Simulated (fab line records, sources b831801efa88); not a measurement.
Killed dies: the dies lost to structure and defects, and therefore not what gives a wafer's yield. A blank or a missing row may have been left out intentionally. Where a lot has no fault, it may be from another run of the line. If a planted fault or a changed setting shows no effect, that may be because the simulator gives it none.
fab line records	flow gf180mcu
[record] lots = 6	wafers = 18	lastDay = 34
route steps=602 shown M5@532 V5@540
lots untouched by any fault: they come from a run of this same line in which no faults occurred
startH: hours from the record's first day to the start of the lot's first wafer shown	waitH: time in hours since the lot's previous step	" the same as in the row above	L1.1+2: one row covering several wafers at once	- no value, or no start given	* or withheld: withheld	< > ~ a bound
route shown NAME@n: NAME is a module with steps in the file, n the number in the route of the first one	usual: average and standard deviation across the fault-free wafers	same: alike in all rows	chamber/n: place in a boat	sites: each site's reading	_std_site: the standard deviation of these	_edge_site: the outer-site mean with the inner-site mean subtracted	radiusMm: how far each site lies from the wafer's centre	mask NAME#n: copy n	behind: the tool/chamber that last shaped the wafer	hold: what put the lot on hold/how long, in hours/how the hold closed	device: the n, p or np transistor that did not switch	end of line: at the end of the route, the tests of the same wafers	for a step that has no rows: nothing shown but its recipe	killed: dies that structure and defects cost at the first sort, which is not the same as the wafer's yield	map: dies across one wafer; x = killed, . = not, _ = none there
set.NAME: the setting the step ran with; set.NAME@STEP: the setting that earlier step ran with	model.NAME: the simulator's own value behind a step, which no gauge read
lots at selected steps of the route; one table per step, one row per wafer
services: when a tool's chamber went out of use (startH, in hours from the record's first day, below 0 if earlier), for how many hours, and the reason
[[steps]]
[step GF_M5_DEVELOP_06]
[recipe] developTimeS = 60	devTempC = 21
[step GF_M5_CD_MEAS_07]
[recipe] targetCdNm = 280
[usual] cdNm = 279.8/1.3
lot.wafer	tool	chamber	startH	waitH	cdNm
L960.1	cdSem-01	-	613.17	0.1	278.5
L960.2	"	-	"	"	279.1
L960.6	"	-	"	"	278.7
L963.1	cdSem-01	-	645.62	0.1	279.3
L963.3	"	-	"	"	278.4
L963.6	"	-	"	"	277.7
L971.1	cdSem-01	-	701.18	0.1	279.4
L971.3	"	-	"	"	279.6
L971.6	"	-	"	"	279.8
L973.1	cdSem-02	-	712.15	0.1	279.2
L973.4	"	-	"	"	278.6
L973.6	"	-	"	"	279.6
L980.2	cdSem-01	-	761.02	0.1	278.4
L980.3	"	-	"	"	278.8
L980.4	"	-	"	"	277.5
L981.2	cdSem-01	-	764.79	0.1	280.5
L981.5	"	-	"	"	280.9
L981.6	"	-	"	"	280.9
[step GF_M5_OVL_MEAS_08]
[usual] M5_OVL = 1/4.5
lot.wafer	tool	chamber	startH	waitH	M5_OVL[nm]
L960.1	overlay-01	-	613.29	0.1	0
L960.2	"	-	"	"	0
L960.6	"	-	"	"	2
L963.1	overlay-02	-	645.74	0.1	1
L963.3	"	-	"	"	-8
L963.6	"	-	"	"	4
L971.1	overlay-02	-	701.30	0.1	-4
L971.3	"	-	"	"	2
L971.6	"	-	"	"	-1
L973.1	overlay-02	-	712.27	0.1	0
L973.4	"	-	"	"	-2
L973.6	"	-	"	"	0
L980.2	overlay-02	-	761.13	0.1	1
L980.3	"	-	"	"	0
L980.4	"	-	"	"	3
L981.2	overlay-02	-	764.90	0.1	-5
L981.5	"	-	"	"	-6
L981.6	"	-	"	"	-3
[step GF_M5_ETCH_09]
[recipe] chemistry = CF4/O2	target = Si3N4	targetDepthNm = 52	sourceW = 800	biasW = 150	pressureMtorr = 150	cf4FlowSccm = 80	O2_flow_sccm = 10	timeS = 11.6
[usual] drypumpMotorCurrentA = 6.0/0.42	oesProductAu = 0.998/0.0087	throttleValvePct = 5.971/0.0093
lot.wafer	tool	chamber	startH	waitH	drypumpMotorCurrentA	oesProductAu	rfHoursCounterH	throttleValvePct
L960.1	rieDiel-04	0	613.33	0.0	6.5	0.992	44	5.971
L960.2	"	3	"	"	6.2	0.990	15	5.979
L960.6	"	3	"	"	6.1	0.989	-	5.969
L963.1	rieDiel-04	1	645.78	0.0	6.5	0.989	12	5.971
L963.3	"	0	"	"	6.4	1.000	46	5.970
L963.6	"	1	"	"	6.5	0.983	-	5.958
L971.1	rieDiel-04	0	701.34	0.0	6.4	0.998	48	5.950
L971.3	"	3	"	"	6.1	1.003	19	5.968
L971.6	"	1	"	"	6.4	0.997	-	5.968
L973.1	rieDiel-02	1	712.31	0.0	5.5	1.005	17	5.982
L973.4	"	0	"	"	6.1	1.001	31	5.970
L973.6	"	0	"	"	6.1	0.996	-	5.978
L980.2	rieDiel-02	1	761.16	0.0	5.5	0.992	19	5.961
L980.3	"	2	"	"	5.2	0.996	15	5.974
L980.4	"	3	"	"	6.3	1.015	1	5.978
L981.2	rieDiel-03	3	764.93	0.0	5.4	1.006	12	5.977
L981.5	"	1	"	"	5.9	1.009	-	5.971
L981.6	"	0	"	"	6.1	1.004	-	5.971
[step GF_M5_METAL_ETCH_10]
[recipe] chemistry = Cl2/BCl3	maskMaterial = KrF	targetDepthNm = 627.5	stopOn = SiO2	pressureMtorr = 8	icpW = 800	biasW = 140	Cl2_flow_sccm = 80	bcl3FlowSccm = 40	timeS = 104.6
[usual] drypumpMotorCurrentA = 5.7/0.4	oesProductAu = 0.970/0.0058	throttleValvePct = 28.251/0.01
lot.wafer	tool	chamber	startH	waitH	drypumpMotorCurrentA	oesProductAu	rfHoursCounterH	throttleValvePct
L960.1	rieMetal-02	1	613.35	0.0	5.5	0.979	3	28.264
L960.2	"	0	"	"	6.0	0.971	2	28.253
L960.6	"	1	"	"	5.6	0.979	-	28.234
L963.1	rieMetal-04	1	645.80	0.0	5.6	0.961	6	28.265
L963.3	"	0	"	"	5.3	0.956	-	28.246
L963.6	"	1	"	"	5.6	0.972	-	28.246
L971.1	rieMetal-03	1	701.36	0.0	6.5	0.970	12	28.257
L971.3	"	1	"	"	6.5	0.969	-	28.264
L971.6	"	1	"	"	6.5	0.971	-	28.253
L973.1	rieMetal-03	0	712.33	0.0	5.2	0.973	7	28.247
L973.4	"	0	"	"	5.3	0.984	-	28.243
L973.6	"	0	"	"	5.3	0.980	-	28.245
L980.2	rieMetal-04	1	761.18	0.0	5.6	0.969	11	28.240
L980.3	"	0	"	"	5.4	0.972	-	28.244
L980.4	"	1	"	"	5.6	0.973	-	28.252
L981.2	rieMetal-02	0	764.95	0.0	6.0	0.965	8	28.270
L981.5	"	0	"	"	6.0	0.972	-	28.257
L981.6	"	1	"	"	5.5	0.968	-	28.270
[step GF_M5_STRIP_11]
[recipe] chemistry = O2/N2	powerW = 1400	pressureMtorr = 1500	platenTempC = 250	o2FlowSccm = 3000	n2FlowSccm = 300	overashFraction = 0.5
[step GF_M5_STRIP_12]
[recipe] chemistry = postEtchResidueRemover	timeS = 1200	tempC = 72.5
[step GF_M5_CLEAN_13]
[recipe] chemistry = DIW	dry = n2Spin
[step GF_V5_CVD_00]
[recipe] material = SiO2	targetThkNm = 300	sigmaOpenFrac = 0.3	tempC = 400	timeS = 50	sih4FlowSccm = 60	pressureMtorr = 6
[step GF_V5_THK_MEAS_01]
[recipe] reads = SiO2_of_V5_CVD_00
[usual] V5_CVD_00_THK = 301/4.9
lot.wafer	tool	chamber	startH	waitH	V5_CVD_00_THK[nm]
L960.1	filmMetro-03	-	614.07	0.0	301
L960.2	"	-	"	"	306
L960.6	"	-	"	"	299
L963.1	filmMetro-03	-	646.53	0.0	303
L963.3	"	-	"	"	300
L963.6	"	-	"	"	300
L971.1	filmMetro-02	-	702.05	0.0	304
L971.3	"	-	"	"	311
L971.6	"	-	"	"	308
L973.1	filmMetro-02	-	713.02	0.0	293
L973.4	"	-	"	"	299
L973.6	"	-	"	"	291
L980.2	filmMetro-03	-	761.89	0.0	302
L980.3	"	-	"	"	307
L980.4	"	-	"	"	303
L981.2	filmMetro-03	-	765.65	0.0	299
L981.5	"	-	"	"	298
L981.6	"	-	"	"	301
[step GF_V5_CVD_02]
[recipe] material = SiO2	targetThkNm = 1450	precursor = TEOS	tempC = 400	timeS = 163.28	rfW = 600
[step GF_V5_THK_MEAS_03]
[recipe] reads = SiO2_of_V5_CVD_02
[usual] V5_CVD_02_THK = 1449/17
lot.wafer	tool	chamber	startH	waitH	V5_CVD_02_THK[nm]
L960.1	filmMetro-04	-	614.24	0.1	1419
L960.2	"	-	"	"	1433
L960.6	"	-	"	"	1438
L963.1	filmMetro-02	-	646.75	0.1	1438
L963.3	"	-	"	"	1469
L963.6	"	-	"	"	1465
L971.1	filmMetro-04	-	702.22	0.1	1476
L971.3	"	-	"	"	1474
L971.6	"	-	"	"	1489
L973.1	filmMetro-02	-	713.24	0.1	1445
L973.4	"	-	"	"	1463
L973.6	"	-	"	"	1449
L980.2	filmMetro-04	-	762.06	0.1	1435
L980.3	"	-	"	"	1461
L980.4	"	-	"	"	1483
L981.2	filmMetro-04	-	765.82	0.1	1429
L981.5	"	-	"	"	1459
L981.6	"	-	"	"	1470
[step GF_V5_CMP_04]
[recipe] material = SiO2	downForcePsi = 4	platenRpm = 60	padVelocityMS = 0.94248
[usual] edgeZonePressureFrac = 1.001/0.0054	headPressurePsi = 4.000/0.009	motorCurrentA = 12.3/0.87	slurryFlowMlMin = 150.0/0.48
lot.wafer	tool	chamber	startH	waitH	edgeZonePressureFrac	headPressurePsi	motorCurrentA	slurryFlowMlMin	model.SiO2_of_V5_CVD_02.thkNm
L960.2	cmp-01	0	614.40	0.1	0.997	4.006	12.1	149.8	856.6
L960.1	"	1	"	"	0.998	3.989	10.2	149.7	853.9
L960.6	"	3	"	"	1.003	4.010	12.3	150.3	856.1
L963.1	cmp-02	3	646.81	0.1	1.000	4.006	12.8	150.6	856.9
L963.3	"	0	"	"	0.995	4.013	12.3	149.4	857.4
L963.6	"	0	"	"	0.991	4.008	12.1	149.5	857
L971.1	cmp-01	3	702.28	0.1	1.001	3.997	12.8	149.5	857.3
L971.3	"	0	"	"	0.995	4.009	12.7	149.2	855.8
L971.6	"	0	"	"	1.000	4.012	12.3	148.9	855
L973.1	cmp-02	0	713.35	0.1	1.010	3.995	12.3	149.4	855.8
L973.4	"	1	"	"	1.000	3.986	13.4	149.4	856.3
L973.6	"	3	"	"	1.007	4.010	13.1	150.3	856.1
L980.4	cmp-02	3	762.11	0.0	-	-	-	-	1483
L980.2	"	0	"	"	-	-	-	-	1434
L980.3	"	1	"	"	-	-	-	-	1461
L981.2	cmp-01	3	765.97	0.1	-	-	-	-	1429
L981.6	"	1	"	"	-	-	-	-	1470
L981.5	"	2	"	"	-	-	-	-	1459
[step GF_V5_BOW_MEAS_05]
[recipe] mode = bow
[usual] V5_BOW = 134/10
lot.wafer	tool	chamber	startH	waitH	V5_BOW[um]
L960.1	filmMetro-04	-	614.60	0.1	130
L960.2	"	-	"	"	153
L960.6	"	-	"	"	127
L963.1	filmMetro-02	-	647.11	0.2	141
L963.3	"	-	"	"	136
L963.6	"	-	"	"	152
L971.1	filmMetro-02	-	702.58	0.2	137
L971.3	"	-	"	"	132
L971.6	"	-	"	"	151
L973.1	filmMetro-04	-	713.60	0.2	114
L973.4	"	-	"	"	134
L973.6	"	-	"	"	119
L980.2	filmMetro-03	-	762.43	0.2	152
L980.3	"	-	"	"	157
L980.4	"	-	"	"	155
L981.2	filmMetro-03	-	766.19	0.2	157
L981.5	"	-	"	"	153
L981.6	"	-	"	"	159
[step GF_V5_DEHYDRATE_06]
[recipe] tempC = 200	timeS = 60
[step GF_V5_HMDS_07]
[recipe] primeTimeS = 60	primeTempC = 120
[step GF_V5_COAT_08]
[recipe] resist = BARC	tempC = withheld	timeS = withheld	spinRpm = withheld	resistThkNm = withheld
[step GF_V5_COAT_09]
[recipe] resist = KrF	spinRpm = withheld	resistThkNm = 1000
[step GF_V5_SOFTBAKE_10]
[recipe] tempC = 130	timeS = 60	resist = KrF
[step GF_V5_EXPOSE_11]
[recipe] maskId = Via5	targetCdNm = 260	na = 0.68	sourceShape = conventional	sigmaOuter = 0.6	doseMj = 38
[step GF_V5_PEB_12]
[recipe] pebTempC = 135	pebTimeS = 90	resist = KrF
[step GF_V5_DEVELOP_13]
[recipe] developTimeS = 60	resist = KrF	devTempC = 21
[step GF_V5_CD_MEAS_14]
[recipe] targetCdNm = 260
[usual] cdNm = 259.8/1.1
lot.wafer	tool	chamber	startH	waitH	cdNm
L960.1	cdSem-02	-	634.87	0.3	259.8
L960.2	"	-	"	"	259.5
L960.6	"	-	"	"	258.4
L963.1	cdSem-01	-	665.52	0.1	261.2
L963.3	"	-	"	"	262.8
L963.6	"	-	"	"	261.3
L971.1	cdSem-02	-	720.11	0.1	258.0
L971.3	"	-	"	"	258.2
L971.6	"	-	"	"	257.7
L973.1	cdSem-01	-	731.22	0.1	259.7
L973.4	"	-	"	"	259.4
L973.6	"	-	"	"	261.3
L980.2	cdSem-02	-	778.29	0.1	259.0
L980.3	"	-	"	"	260.3
L980.4	"	-	"	"	258.9
L981.2	cdSem-02	-	781.63	0.1	259.9
L981.5	"	-	"	"	261.0
L981.6	"	-	"	"	259.7
[step GF_V5_OVL_MEAS_15]
[usual] V5_OVL = 2/5.5
lot.wafer	tool	chamber	startH	waitH	V5_OVL[nm]
L960.1	overlay-01	-	634.99	0.1	-8
L960.2	"	-	"	"	0
L960.6	"	-	"	"	-3
L963.1	overlay-02	-	665.64	0.1	6
L963.3	"	-	"	"	5
L963.6	"	-	"	"	-2
L971.1	overlay-02	-	720.23	0.1	2
L971.3	"	-	"	"	7
L971.6	"	-	"	"	1
L973.1	overlay-02	-	731.34	0.1	8
L973.4	"	-	"	"	9
L973.6	"	-	"	"	13
L980.2	overlay-01	-	778.40	0.1	7
L980.3	"	-	"	"	1
L980.4	"	-	"	"	1
L981.2	overlay-01	-	781.73	0.1	7
L981.5	"	-	"	"	7
L981.6	"	-	"	"	10
[step GF_V5_ETCH_16]
[recipe] chemistry = N2/H2	targetDepthA = withheld	overetchA = withheld	timeS = withheld	target = BARC	ionEnergyEv = 200	sourceW = 500	biasW = 100	pressureMtorr = 30	n2FlowSccm = 100	h2FlowSccm = 200
[usual] drypumpMotorCurrentA = 5.9/0.5	n2FlowSccm = 100.0/0.31	oesProductAu = 0.855/0.0044	throttleValvePct = 13.224/0.0092
lot.wafer	tool	chamber	startH	waitH	drypumpMotorCurrentA	n2FlowSccm	oesProductAu	throttleValvePct
L960.1	rieDiel-04	0	635.02	0.0	6.4	100.1	0.848	13.215
L960.2	"	3	"	"	6.2	100.0	0.860	13.222
L960.6	"	2	"	"	6.5	100.0	0.858	13.244
L963.1	rieDiel-04	3	665.68	0.0	6.2	100.0	0.846	13.215
L963.3	"	2	"	"	6.4	100.0	0.855	13.208
L963.6	"	1	"	"	6.5	99.9	0.851	13.225
L971.1	rieDiel-01	0	720.26	0.0	5.0	99.6	0.858	13.222
L971.3	"	1	"	"	5.9	99.8	0.852	13.217
L971.6	"	1	"	"	5.8	99.7	0.863	13.224
L973.1	rieDiel-02	2	731.38	0.0	5.2	100.1	0.853	13.237
L973.4	"	1	"	"	5.5	100.1	0.853	13.233
L973.6	"	2	"	"	5.2	99.7	0.860	13.208
L980.2	rieDiel-02	0	778.43	0.0	6.1	100.0	0.859	13.223
L980.3	"	1	"	"	5.5	99.7	0.864	13.240
L980.4	"	2	"	"	5.2	100.3	0.846	13.212
L981.2	rieDiel-01	3	781.76	0.0	5.7	99.3	0.857	13.226
L981.5	"	3	"	"	5.7	100.3	0.855	13.219
L981.6	"	2	"	"	5.7	100.1	0.860	13.215
[step GF_V5_ETCH_17]
[recipe] chemistry = C4F8/O2/Ar	maskMaterial = KrF	target = SiO2	stopOn = TiN	sourceW = 1500	biasW = 1200	pressureMtorr = 40	c4f8FlowSccm = withheld	O2_flow_sccm = 6	Ar_flow_sccm = 300	timeS = withheld	targetDepthA = 8550
[usual] oesProductAu = 0.859/0.0051
lot.wafer	tool	chamber	startH	waitH	oesProductAu	model.V5.featureDepthNm	model.etch.depthNm
L960.1	rieDiel-04	0	-	-	0.860	853.9	853.9
L960.2	"	3	"	"	0.859	856.6	856.6
L960.6	"	2	"	"	0.869	856.1	856.1
L963.1	rieDiel-04	3	-	-	0.867	856.9	856.9
L963.3	"	2	"	"	0.868	857.4	857.4
L963.6	"	1	"	"	0.855	857	857
L971.1	rieDiel-01	0	-	-	0.855	857.3	857.3
L971.3	"	1	"	"	0.855	855.8	855.8
L971.6	"	1	"	"	0.860	855	855
L973.1	rieDiel-02	2	-	-	0.860	855.8	855.8
L973.4	"	1	"	"	0.864	856.3	856.3
L973.6	"	2	"	"	0.863	856.1	856.1
L980.2	rieDiel-02	0	-	-	1.632	1105	1105
L980.3	"	1	"	"	1.610	1087	1087
L980.4	"	2	"	"	1.610	1092	1092
L981.2	rieDiel-01	3	-	-	1.599	1082	1082
L981.5	"	3	"	"	1.616	1095	1095
L981.6	"	2	"	"	1.641	1117	1117
[step GF_V5_STRIP_18]
[recipe] chemistry = O2/N2	powerW = 1400	pressureMtorr = 1500	platenTempC = 250	o2FlowSccm = 3000	n2FlowSccm = 300	overashFraction = 0.5
[usual] drypumpMotorCurrentA = 5.5/0.31	heaterPowerW = 344/24	n2FlowSccm = 299.9/0.97	oesProductAu = 0.568/0.0043
lot.wafer	tool	chamber	startH	waitH	drypumpMotorCurrentA	heaterPowerW	n2FlowSccm	oesProductAu	rfHoursCounterH
L960.1	plasmaAsher-03	1	635.17	-	5.3	333	299.1	0.569	84
L960.2	"	0	"	"	5.8	335	299.8	0.577	84
L960.6	"	0	"	"	5.8	350	300.8	0.572	-
L963.1	plasmaAsher-02	1	665.83	-	5.0	303	299.7	0.569	57
L963.3	"	1	"	"	5.0	313	300.1	0.570	-
L963.6	"	1	"	"	5.0	315	298.9	0.566	-
L971.1	plasmaAsher-02	0	720.41	-	5.6	361	298.2	0.567	63
L971.3	"	0	"	"	5.6	357	297.9	0.567	-
L971.6	"	1	"	"	5.0	312	298.7	0.572	-
L973.1	plasmaAsher-02	0	731.53	-	5.6	363	299.5	0.569	64
L973.4	"	0	"	"	5.6	355	299.8	0.568	-
L973.6	"	1	"	"	5.0	313	301.0	0.567	-
L980.2	plasmaAsher-02	0	778.58	-	5.6	360	300.0	0.565	69
L980.3	"	0	"	"	5.6	365	300.3	0.566	-
L980.4	"	1	"	"	5.0	308	300.9	0.568	-
L981.2	plasmaAsher-01	1	781.91	-	5.5	363	300.3	0.571	4
L981.5	"	1	"	"	5.5	359	299.0	0.561	-
L981.6	"	0	"	"	5.9	394	299.7	0.566	-
[step GF_V5_STRIP_19]
[recipe] chemistry = postEtchResidueRemover	timeS = 1200	tempC = 72.5
[step GF_V5_CLEAN_20]
[recipe] chemistry = DIW	dry = n2Spin
[step GF_V5_SPUTTER_21]
[recipe] material = Ti	targetThkNm = 15	chamberPressurePa = 5	powerW = 2500	substrateTempC = 200	timeS = 80.02
[usual] throttleValvePct = 30.2/0.8
lot.wafer	tool	chamber	startH	waitH	throttleValvePct
L960.1	pvdSputter-04	-	635.71	0.0	30.7
L960.2	"	-	"	"	29.7
L960.6	"	-	"	"	30.8
L963.1	pvdSputter-04	-	666.40	0.0	30.7
L963.3	"	-	"	"	29.4
L963.6	"	-	"	"	29.8
L971.1	pvdSputter-04	-	720.96	0.0	29.3
L971.3	"	-	"	"	30.7
L971.6	"	-	"	"	29.5
L973.1	pvdSputter-04	-	732.10	0.0	30.9
L973.4	"	-	"	"	30.4
L973.6	"	-	"	"	30.8
L980.2	pvdSputter-02	-	779.18	0.0	29.6
L980.3	"	-	"	"	31.5
L980.4	"	-	"	"	30.3
L981.2	pvdSputter-02	-	782.48	0.0	31.4
L981.5	"	-	"	"	31.6
L981.6	"	-	"	"	29.6
[step GF_V5_SPUTTER_22]
[recipe] material = TiN	targetThkNm = 10	chamberPressurePa = 5	powerW = 4000	timeS = 40
[step GF_V5_CVD_23]
[recipe] material = W	targetThkNm = 350	timeS = 104.9	tempC = 400	pressureTorr = 40
[step GF_V5_CMP_26]
[recipe] stopOn = SiO2	downForcePsi = 3.5	platenRpm = 60	tOverpolishS = 15	targetThkNm = 0	padVelocityMS = 0.94248
[usual] edgeZonePressureFrac = 1.000/0.005	headPressurePsi = 3.501/0.0083	motorCurrentA = 11.3/0.83	slurryFlowMlMin = 150.0/0.51
lot.wafer	tool	chamber	startH	waitH	edgeZonePressureFrac	headPressurePsi	motorCurrentA	slurryFlowMlMin	model.SiO2_of_V5_CVD_02.thkNm
L960.1	cmp-02	3	636.10	0.1	1.003	3.490	12.8	149.5	850.1
L960.2	"	0	"	"	0.998	3.506	11.4	150.4	852.9
L960.6	"	3	"	"	1.002	3.502	11.6	149.1	852.3
L963.3	cmp-01	0	666.80	0.0	0.999	3.501	11.4	150.8	853.6
L963.1	"	2	"	"	1.003	3.502	12.1	150.1	853.1
L963.6	"	0	"	"	0.999	3.504	11.6	150.6	853.2
L971.1	cmp-01	3	721.45	0.1	0.995	3.513	11.3	151.3	853.6
L971.3	"	0	"	"	1.003	3.506	11.1	149.7	852
L971.6	"	2	"	"	1.001	3.506	12.3	150.6	851.3
L973.4	cmp-02	1	732.60	0.1	0.991	3.505	12.0	150.3	852.5
L973.1	"	2	"	"	1.002	3.487	11.2	149.8	852
L973.6	"	3	"	"	0.998	3.505	12.4	150.4	852.3
L980.4	cmp-02	0	779.58	0.0	1.000	3.486	11.2	150.3	1479
L980.3	"	1	"	"	0.998	3.501	12.1	150.3	1457
L980.2	"	3	"	"	0.997	3.505	12.7	150.5	1430
L981.2	cmp-02	3	783.03	0.2	1.002	3.489	12.7	150.1	1425
L981.6	"	3	"	"	1.003	3.514	12.3	149.4	1466
L981.5	"	0	"	"	0.998	3.496	11.3	149.5	1455
[[services]]
tool	chamber	startH	hours	kind
cmp-01	-	591.09	1.4	repair
cmp-01	-	591.72	1.3	repair
rieDiel-01	2	596.18	3.5	repair
rieMetal-04	-	599.17	2.8	pm
rieDiel-02	-	602.07	0.3	repair
plasmaAsher-02	-	607.08	4.0	repair
rieDiel-01	-	620.79	0.3	repair
plasmaAsher-02	-	634.77	12.7	repair
rieMetal-03	1	636.88	6.1	repair
cmp-02	-	667.54	19.2	pm
cmp-01	-	681.93	2.2	repair
rieMetal-04	-	692.72	14.6	pm
pvdSputter-04	-	704.40	7.2	repair
rieDiel-04	3	708.01	14.0	repair
rieDiel-01	2	715.44	6.8	repair
plasmaAsher-02	-	715.67	1.0	repair
cmp-02	-	716.62	7.7	pm
pvdSputter-02	-	723.02	10.0	repair
rieMetal-03	-	727.01	0.4	repair
cmp-02	-	746.37	4.0	pm
rieDiel-01	0	748.07	2.5	repair
rieDiel-02	2	753.94	4.4	repair
rieDiel-04	-	754.17	1.0	repair
cmp-01	-	780.59	2.1	repair
[[key]]
[firstSign] step = GF_V5_CMP_04	reading = toolRecord	direction = missing
[effect] step = GF_V5_BOW_MEAS_05	reading = V5_BOW	direction = up	sigmas = 2.2	usual = 134	struck = 156	wafersMoved = 3
[effect] step = GF_V5_ETCH_17	reading = oesProductAu	direction = up	sigmas = 99+	usual = 0.859	struck = 1.618
[modelEffect] step = GF_V5_CMP_04	value = SiO2_of_V5_CVD_02.thkNm	without = 855.6	struck = 1456
[modelEffect] step = GF_V5_ETCH_17	value = V5.featureDepthNm	without = 855.6	struck = 1096
[modelEffect] step = GF_V5_CMP_26	value = SiO2_of_V5_CVD_02.thkNm	without = 851.9	struck = 1452
metAt GF_V5_CMP_04
struckWafers L980.2,L980.3,L980.4,L981.2,L981.5,L981.6
laterRowsLeftOut L980.2,L980.3,L980.4,L981.2,L981.5,L981.6
sortLeftOut L980.2,L980.3,L980.4,L981.2,L981.5,L981.6
onsetBetween 713.35 762.11
[fault] kind = skippedStepWhole	tool = cmp-01,cmp-02	chamber = -	onsetH = 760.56	steps = GF_V5_CMP_04	scope = struckLotsOnly
// sortLeftOut: the simulated sort isn't trusted on such a fault, so these wafers' sort isn't shown, and their yield isn't known
// laterRowsLeftOut: the simulator's readings of these wafers behind a module that went badly wrong aren't trusted and aren't shown, but for the sort
